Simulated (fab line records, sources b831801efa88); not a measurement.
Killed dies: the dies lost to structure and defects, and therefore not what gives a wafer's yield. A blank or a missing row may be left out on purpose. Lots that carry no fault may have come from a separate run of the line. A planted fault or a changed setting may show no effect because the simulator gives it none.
Chamber matching	flow sky130	pecvd-01 running SKY_PASSIVATION_CVD_02: 3 sister chambers
The step deposits Si3N4, target thk 540 nm. 6 wafers are shown with their chamber, then 11 later ones without.

WAFERS, EACH WITH ITS CHAMBER
wafer	chamber	heater-power-w (W)
L083.1	2	644
L083.6	2	672
L085.1	1	634
L085.3	0	650
L085.4	0	660
L088.1	1	512

WAFERS WHOSE CHAMBER IS MISSING
wafer	heater-power-w (W)
L088.3	599
L088.6	610
L089.1	642
L089.3	681
L089.6	681
L092.1	538
L092.4	578
L092.5	620
L096.2	670
L096.3	589
L096.5	636

CHAMBER TAKEN BY EACH
wafer	from the rows above	in truth
L088.3	can't be placed: 1 or 0 or 2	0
L088.6	can't be placed: 1 or 0 or 2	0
L089.1	can't be placed: 0 or 2 or 1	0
L089.3	can't be placed: 2 or 0 or 1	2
L089.6	can't be placed: 2 or 0 or 1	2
L092.1	can't be placed: 1 or 0 or 2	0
L092.4	can't be placed: 1 or 0 or 2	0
L092.5	can't be placed: 0 or 2 or 1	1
L096.2	can't be placed: 2 or 0 or 1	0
L096.3	can't be placed: 1 or 0 or 2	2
L096.5	can't be placed: 0 or 2 or 1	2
Correct placement for 0 of the 11. Can't be placed from these rows: 11 (the true chamber is among the candidates in 11). 0 placed wrongly.
How it was worked out, from the rows above alone: a wafer's distance from a chamber is the root of the sum, over the readings, of the square of ((its reading less the chamber's mean) divided by the reading's scatter). If the next closest chamber is less than 2 further off than the closest, the wafer can't be placed; otherwise it belongs to the closest. A chamber's mean is the mean of its shown wafers. How the scatter is found: for the shown wafers, subtract from each reading the mean of its chamber, square and add these, divide the total by (wafers less chambers), then take the root.
